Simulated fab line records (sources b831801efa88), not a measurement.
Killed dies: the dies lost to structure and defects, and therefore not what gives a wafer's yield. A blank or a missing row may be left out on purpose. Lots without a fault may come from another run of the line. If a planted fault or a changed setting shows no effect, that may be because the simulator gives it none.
Which of the tools did it? | flow gf180mcu | 42 wafers from 14 lots sampled at 4 of the route's 602 steps

== WHAT EACH GAUGE READ, for each wafer ==
GF_HV_LDD_TW_MEAS_23.
lot  | measured     | on            | HV_LDD_2_TW
L304 | day 10 20:58 | film metro-01 | 1054 1054 1059
L306 | day 11 09:53 | film metro-03 | 1054 1050 1052
L307 | day 11 20:04 | film metro-01 | 1048 1053 1056
L308 | day 12 02:29 | film metro-03 | 1062 1055 1048
L309 | day 12 04:42 | film metro-03 | 1053 1059 1053
L310 | day 12 15:08 | film metro-02 | 1054 1057 1053
L312 | day 13 04:32 | film metro-02 | 1049 1050 1054
L313 | day 13 12:58 | film metro-01 | 1054 1057 1056
L314 | day 14 02:05 | film metro-02 | 1053 1049 1052
L315 | day 14 06:22 | film metro-01 | 1059 1059 1064
L316 | day 14 15:25 | film metro-02 | 1052 1055 1051
L323 | day 17 06:45 | film metro-02 | 1060 1060 1059
L324 | day 17 11:19 | film metro-03 | 1053 1056 1057
L325 | day 17 17:44 | film metro-01 | 1060 1061 1063

GF_HV_LDD_RS_MEAS_53: the measuring method here is four-point-probe.
lot  | measured     | on            | HV_LDD_RS (ohm/sq)
L304 | day 12 11:59 | film metro-02 | 418.2 418.6 418.8
L306 | day 13 01:57 | film metro-01 | 418.7 418.9 418.8
L307 | day 13 12:59 | film metro-03 | 418.0 417.9 418.2
L308 | day 13 18:34 | film metro-01 | 418.7 418.7 417.8
L309 | day 13 22:07 | film metro-02 | 417.0 417.4 416.6
L310 | day 14 07:56 | film metro-01 | 418.0 418.0 417.8
L312 | day 14 23:07 | film metro-01 | 417.8 417.7 417.5
L313 | day 15 07:20 | film metro-02 | 416.5 416.9 417.3
L314 | day 15 22:03 | film metro-03 | 417.6 417.7 419.2
L315 | day 16 02:20 | film metro-01 | 418.5 419.0 417.9
L316 | day 16 11:44 | film metro-01 | 417.5 417.8 418.6
L323 | day 19 07:44 | film metro-01 | 423.8 422.7 423.0
L324 | day 19 11:17 | film metro-01 | 419.5 419.2 419.0
L325 | day 19 19:10 | film metro-02 | 423.7 423.0 422.2

GF_PSD_CD_MEAS_07: the cd target is 400 nm.
lot  | measured     | on        | cd nm (nm)
L304 | day 14 07:39 | cd sem-01 | 400.9 404.3 401.5
L306 | day 14 22:28 | cd sem-02 | 399.6 400.3 399.8
L307 | day 15 11:55 | cd sem-01 | 398.2 397.1 397.8
L308 | day 15 15:41 | cd sem-01 | 401.7 398.4 399.6
L309 | day 15 19:47 | cd sem-02 | 401.0 402.3 399.9
L310 | day 16 05:49 | cd sem-02 | 398.8 399.5 398.0
L312 | day 16 20:44 | cd sem-01 | 399.5 400.0 398.2
L313 | day 17 06:56 | cd sem-02 | 396.5 395.7 396.4
L314 | day 17 22:10 | cd sem-02 | 401.2 399.1 398.6
L315 | day 18 02:27 | cd sem-02 | 401.4 401.0 399.6
L316 | day 18 12:42 | cd sem-01 | 401.5 400.4 399.5
L323 | day 21 11:33 | cd sem-02 | 397.1 397.1 397.5
L324 | day 21 14:11 | cd sem-02 | 397.4 400.0 398.8
L325 | day 21 21:57 | cd sem-02 | 399.3 398.5 399.0

== WHICH TOOL RAN EACH LOT (tool, then ch and the chambers of the sampled wafers, then the start) ==
lot  | GF_HV_LDD_IMPLANT_09
L304 | implanter-03 ch 0, day 10 02:04
L306 | implanter-01 ch 0, day 10 15:22
L307 | implanter-03 ch 0, day 11 00:38
L308 | implanter-03 ch 0, day 11 07:22
L309 | implanter-01 ch 0, day 11 09:20
L310 | implanter-04 ch 0, day 11 18:46
L312 | implanter-03 ch 0, day 12 08:40
L313 | implanter-03 ch 0, day 12 16:26
L314 | implanter-01 ch 0, day 13 05:16
L315 | implanter-04 ch 0, day 13 09:34
L316 | implanter-01 ch 0, day 13 17:52
L323 | implanter-01 ch 0, day 16 07:47
L324 | implanter-04 ch 0, day 16 12:20
L325 | implanter-01 ch 0, day 16 18:16
- GF_HV_LDD_IMPLANT_09

== AS READ BY THE TOOLS THEMSELVES (means over the sampled wafers that have a number; for cases with no such wafer, the mark the record gives instead) ==
GF_HV_LDD_IMPLANT_09.
lot  | tool         | beam energy keV | dose ions cm2
L304 | implanter-03 | 39.995          | 1e+14
L306 | implanter-01 | 40.025          | 1e+14
L307 | implanter-03 | 40.003          | 1e+14
L308 | implanter-03 | 39.988          | 1e+14
L309 | implanter-01 | 40.002          | 1e+14
L310 | implanter-04 | 40.010          | 1e+14
L312 | implanter-03 | 39.989          | 1e+14
L313 | implanter-03 | 40.007          | 1e+14
L314 | implanter-01 | 39.984          | 1e+14
L315 | implanter-04 | 39.992          | 1e+14
L316 | implanter-01 | 39.989          | 1e+14
L323 | implanter-01 | 39.991          | 1e+14
L324 | implanter-04 | 40.002          | 1e+14
L325 | implanter-01 | 40.015          | 1e+14

== THE ANSWER, worked out from the rows above alone ==
Rule: what is usual is taken from the lots themselves. Put in order of their means at a reading, lots are off if they are a third of the lots or fewer, leave a main group of 4 or more, and stand apart from it by a gap of 3 or more times the standard deviation of the main group's means; of several such gaps the widest counts. A main group whose means are all the same, to the digits that the tables above print for the reading, isn't used. Also off: a lot with no number at a reading for which 4 or more lots have one. The other lots that the step has rows for count as sound. First the gauges in route order, then the tools' own readings, where a lot's mean is used as printed above. The first step at which some lot is off is used, and at that step the reading that is off furthest; a lot without a number counts as furthest.
Off: at GF_HV_LDD_RS_MEAS_53 (HV_LDD_RS), L323, L325. The main group has a mean of 418.1 ohm/sq with a standard deviation of 0.65.
If a tool, at a process step before that reading, ran all the lots that are off and no sound lot after the first of them, it fits. The gauges at GF_HV_LDD_RS_MEAS_53 are tried like those tools. One fits: GF_HV_LDD_IMPLANT_09 on implanter-01. A fault onset in the window from L316 (day 13 17:52, its last sound lot) to L323 (day 16 07:47, its first lot off) fits.

== WHAT WAS PUT IN BY THE SIMULATOR ==
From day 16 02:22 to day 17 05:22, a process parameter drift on implanter-01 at GF_HV_LDD_IMPLANT_09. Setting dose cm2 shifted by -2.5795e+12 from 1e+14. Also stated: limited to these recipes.
Lots struck among those shown: L323, L325. The rule given above showed the same thing.
